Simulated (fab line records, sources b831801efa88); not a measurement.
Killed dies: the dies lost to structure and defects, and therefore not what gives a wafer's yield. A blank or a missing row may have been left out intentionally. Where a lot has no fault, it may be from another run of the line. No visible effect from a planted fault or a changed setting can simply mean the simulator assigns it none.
Which of the tools did it? | flow sky130 | 36 wafers from 12 lots sampled at 2 of the route's 708 steps

## WHAT THE GAUGES SHOWED, per wafer
SKY_PASSIVATION_THK_MEAS_03.
lot  | measured     | on            | PASSIVATION_CVD_02_THK (nm)
L589 | day 44 02:36 | film-metro-01 | 547 548 561
L594 | day 45 07:44 | film-metro-02 | 536 540 548
L593 | day 45 10:35 | film-metro-02 | 538 544 541
L595 | day 45 11:01 | film-metro-02 | 525 544 543
L597 | day 46 05:44 | film-metro-01 | 534 532 538
L598 | day 46 15:59 | film-metro-03 | 536 421 549 536 421 549
L600 | day 46 16:38 | film-metro-03 | 538 534 420 539 533 419
L604 | day 47 19:36 | film-metro-03 | 526 534 534
L605 | day 47 22:55 | film-metro-03 | 534 544 535
L606 | day 48 16:37 | film-metro-01 | 535 545 547
L611 | day 49 04:11 | film-metro-03 | 540 539 549
L612 | day 49 09:08 | film-metro-01 | 535 536 535

## WHAT TOOL EACH LOT RAN ON (gives the tool, then ch and the chambers of the sampled wafers, and finally the start)
lot  | SKY_PASSIVATION_CVD_02
L589 | pecvd-03 ch 0,1, day 44 02:22
L594 | pecvd-04 ch 1,2, day 45 07:24
L593 | pecvd-04 ch 1,2, day 45 10:15
L595 | pecvd-02 ch 0,1,2, day 45 10:46
L597 | pecvd-04 ch 1,2, day 46 05:31
L598 | pecvd-04 ch 0,2, day 46 15:46
L600 | pecvd-04 ch 0,1,2, day 46 16:24
L604 | pecvd-02 ch 0,1, day 47 19:22
L605 | pecvd-02 ch 1,2, day 47 22:42
L606 | pecvd-03 ch 1,2, day 48 16:22
L611 | pecvd-03 ch 0,1, day 49 03:57
L612 | pecvd-03 ch 0,1,2, day 49 08:55
- SKY_PASSIVATION_CVD_02: deposits Si3N4, target thk 540 nm.

## AS READ BY THE TOOLS THEMSELVES (means over the sampled wafers that have a number; for cases with no such wafer, the mark the record gives instead)
SKY_PASSIVATION_CVD_02.
lot  | tool     | heater-power-w (W)
L589 | pecvd-03 | 644
L594 | pecvd-04 | 648
L593 | pecvd-04 | 680
L595 | pecvd-02 | 665
L597 | pecvd-04 | 638
L598 | pecvd-04 | 677
L600 | pecvd-04 | 694
L604 | pecvd-02 | 733
L605 | pecvd-02 | 731
L606 | pecvd-03 | 801
L611 | pecvd-03 | 669
L612 | pecvd-03 | 691

## THE ANSWER, worked out from the rows above alone
Rule: what is usual is taken from the lots themselves. Put in order of their means at a reading, lots are off if they are a third of the lots or fewer, leave a main group of 4 or more, and stand apart from it by a gap of 3 or more times the standard deviation of the main group's means; of several such gaps the widest counts. If all means in a main group match to the digits the tables above print for the reading, that group is not used. Also off: a lot with no number at a reading for which 4 or more lots have one. All remaining lots with rows at the step are treated as sound. After the gauges, taken in route order, come the tools' own readings; for these a lot's mean is taken, as printed above. At the first step where some lot is off, the reading lying furthest off is the one used; lots without a number count as furthest.
Off: L598, L600, at SKY_PASSIVATION_THK_MEAS_03 (PASSIVATION_CVD_02_THK). For the main group the mean is 540 nm and the standard deviation 5.4.
A tool fits if, at a process step before that reading, it ran every lot that is off, and no sound lot after the first of them. Those tools and the gauges at SKY_PASSIVATION_THK_MEAS_03 are tried in the same way. One fits: pecvd-04 at SKY_PASSIVATION_CVD_02. Its last sound lot is L597 (day 46 05:31), its first lot that is off L598 (day 46 15:46): a fault that began between those two fits.

## WHAT WAS PUT IN BY THE SIMULATOR
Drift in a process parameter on pecvd-04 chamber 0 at SKY_PASSIVATION_CVD_02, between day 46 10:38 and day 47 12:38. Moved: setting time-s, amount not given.
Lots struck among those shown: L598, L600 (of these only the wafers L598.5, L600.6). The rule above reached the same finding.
